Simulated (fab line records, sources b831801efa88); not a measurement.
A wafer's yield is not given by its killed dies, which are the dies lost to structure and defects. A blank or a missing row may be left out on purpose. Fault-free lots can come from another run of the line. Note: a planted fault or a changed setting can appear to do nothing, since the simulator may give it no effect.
2 desks, one fault | flow sky130 | what lay behind the numbers comes last; until then each desk has only its own

FOR THE TOOL OWNER'S DESK: litho track-01
For each lot that ran on this tool, the mean over its sampled wafers that have a number, from the tool's own readings at SKY_NWELL_SOFTBAKE_19. If a lot's mean is further than 4 standard deviations from the usual mean, the lot is out of limits and carries the mark OUT (the distance appears in the brackets).
Columns: A = heater power total W at SKY_NWELL_SOFTBAKE_19, usual 65.33 W; B = plate temp C at SKY_NWELL_SOFTBAKE_19, usual 110.00 C
lot  | first seen here | A               | B
L130 | day 5 13:55     | 65.14           | 110.00
L133 | day 6 09:31     | 67.72 (+17) OUT | 113.01 (+19) OUT
L137 | day 7 17:33     | 67.77 (+17) OUT | 113.07 (+19) OUT
L147 | day 9 20:20     | 65.34           | 109.72
L149 | day 10 14:50    | 65.35           | 109.98
L150 | day 10 21:09    | 65.22           | 109.94
Finding of this desk: L133, L137 out of limits; the first was L133 at day 6 09:31, on heater power total W at SKY_NWELL_SOFTBAKE_19. L130, L147, L149, L150 stayed within limits.

FROM THE METROLOGY DESK
Means of the sampled wafers that have a number, per lot and without regard to the tool the lot ran on: this is what the gauges read. If a lot's mean is further than 4 standard deviations from the usual mean, the lot is out of limits and carries the mark OUT (the distance appears in the brackets).
Columns: A = NWELL_RS at SKY_NWELL_RS_MEAS_29, usual 625.1 ohm/sq; B = LDD_HVN_TW at SKY_LDD_HVN_TW_MEAS_10, usual 1442
lot  | first seen here | A     | B
L127 | day 5 06:17     | 625.1 | 1459
L128 | day 5 11:39     | 625.5 | 1449
L129 | day 5 20:24     | 626.5 | 1461
L130 | day 5 23:21     | 624.0 | 1404
L133 | day 6 20:06     | 625.5 | 1465
L137 | day 8 03:34     | 625.9 | 1469
L140 | day 8 21:55     | 621.6 | 1459
L141 | day 9 04:21     | 625.9 | 1419
L147 | day 10 07:54    | 626.4 | 1414
L148 | day 10 11:46    | 625.9 | 1461
L149 | day 11 02:24    | 625.2 | 1403
L150 | day 11 08:41    | 626.5 | 1440
Result from this desk: across the 12 lots, nothing is out of limits.

PUT TOGETHER
An alarm could have come from the tool owner's desk at day 6 09:31, on L133, L137.
Metrology desk: nothing out of limits seen.
The metrology desk has L133, L137 on record, within its limits.
All the named lots went through SKY_NWELL_SOFTBAKE_19 on litho track-01.

WHAT HAD BEEN PUT IN BY THE SIMULATOR
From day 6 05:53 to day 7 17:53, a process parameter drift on litho track-01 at SKY_NWELL_SOFTBAKE_19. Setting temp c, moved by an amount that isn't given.
Lots struck among those shown: L133, L137.
Time in hours from fault onset to the first out-of-limits reading at each desk: the tool owner's desk, 4.
